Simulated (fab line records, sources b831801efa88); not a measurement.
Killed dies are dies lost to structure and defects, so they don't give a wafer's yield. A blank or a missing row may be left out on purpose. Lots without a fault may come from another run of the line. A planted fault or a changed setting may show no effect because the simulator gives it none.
Chamber matching | flow gf180mcu | GF_CONTACT_CVD_02 on pecvd-01: 3 sister chambers
The step deposits SiO2 from TEOS, target thk 860 nm, time 95.992 s. 6 wafers are shown with their chamber, then 10 later ones without.

WAFERS WITH THEIR CHAMBER
wafer  | chamber | heater_power_w (W)
L086.3 | 1       | 639
L086.5 | 1       | 516
L090.3 | 2       | 689
L090.4 | 0       | 621
L094.1 | 0       | 630
L094.3 | 2       | 735

WAFERS WITHOUT THEIR CHAMBER
wafer  | heater_power_w (W)
L094.5 | 504
L095.2 | 774
L095.3 | 818
L095.4 | 555
L096.1 | 622
L096.2 | 631
L096.3 | 793
L096.4 | 828
L096.5 | 514
L096.6 | 499

WHICH CHAMBER EACH WENT THROUGH
wafer  | from the rows above          | in truth
L094.5 | can't be placed: 1 or 0      | 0
L095.2 | can't be placed: 2 or 0      | 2
L095.3 | can't be placed: 2 or 0      | 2
L095.4 | can't be placed: 1 or 0      | 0
L096.1 | can't be placed: 0 or 1 or 2 | 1
L096.2 | can't be placed: 0 or 1 or 2 | 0
L096.3 | can't be placed: 2 or 0      | 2
L096.4 | can't be placed: 2 or 0      | 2
L096.5 | can't be placed: 1 or 0      | 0
L096.6 | can't be placed: 1 or 0      | 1
Placed correctly: 0 of 10. Can't be placed from these rows: 10 (the true chamber is among the candidates in 10). Placed wrongly: 0.
How it was worked out, from the rows above alone: a wafer's distance from a chamber is the root of the sum, over the readings, of the square of ((its reading less the chamber's mean) divided by the reading's scatter). The wafer belongs to the nearest chamber; if the next one is less than 2 further off, it can't be placed. A chamber's mean is the mean of its shown wafers. The scatter: the root of (the sum of the squares of (reading less its chamber's mean) over the shown wafers, divided by (wafers less chambers)).
